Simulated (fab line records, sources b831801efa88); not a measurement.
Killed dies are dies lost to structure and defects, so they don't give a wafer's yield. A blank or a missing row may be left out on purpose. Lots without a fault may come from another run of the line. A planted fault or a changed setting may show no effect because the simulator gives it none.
Chamber matching | flow gf180mcu | GF_STI_ETCH_14 on rie_si-02: 4 sister chambers
The step etches Si in HBr/Cl2/O2, target depth 360 nm, time 102.9 s. 8 wafers are shown with their chamber, then 8 later ones without.

WAFERS WITH THEIR CHAMBER
wafer  | chamber | drypump_motor_current_A (A) | O2_flow_sccm (sccm)
L694.5 | 1       | 5.2                         | 5.960
L702.3 | 2       | 6.5                         | 6.003
L706.1 | 1       | 5.3                         | 5.997
L707.3 | 3       | 5.8                         | 5.988
L710.4 | 0       | 5.3                         | 5.983
L710.5 | 3       | 5.9                         | 6.003
L710.6 | 2       | 6.5                         | 6.039
L712.2 | 0       | 5.3                         | 5.995

WAFERS WITHOUT THEIR CHAMBER
wafer  | drypump_motor_current_A (A) | O2_flow_sccm (sccm)
L712.4 | 6.5                         | 5.991
L712.5 | 5.9                         | 6.006
L713.3 | 5.9                         | 5.963
L713.4 | 6.5                         | 6.011
L713.6 | 6.5                         | 5.998
L714.1 | 5.9                         | 5.977
L714.2 | 5.2                         | 5.993
L714.5 | 6.5                         | 6.006

WHICH CHAMBER EACH WENT THROUGH
wafer  | from the rows above     | in truth
L712.4 | 2                       | 2
L712.5 | 3                       | 3
L713.3 | 3                       | 3
L713.4 | 2                       | 2
L713.6 | 2                       | 2
L714.1 | 3                       | 3
L714.2 | can't be placed: 1 or 0 | 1
L714.5 | 2                       | 2
Placed correctly: 7 of 8. Can't be placed from these rows: 1 (the true chamber is among the candidates in 1). Placed wrongly: 0.
How it was worked out, from the rows above alone: a wafer's distance from a chamber is the root of the sum, over the readings, of the square of ((its reading less the chamber's mean) divided by the reading's scatter). The wafer belongs to the nearest chamber; if the next one is less than 2 further off, it can't be placed. A chamber's mean is the mean of its shown wafers. The scatter: the root of (the sum of the squares of (reading less its chamber's mean) over the shown wafers, divided by (wafers less chambers)).
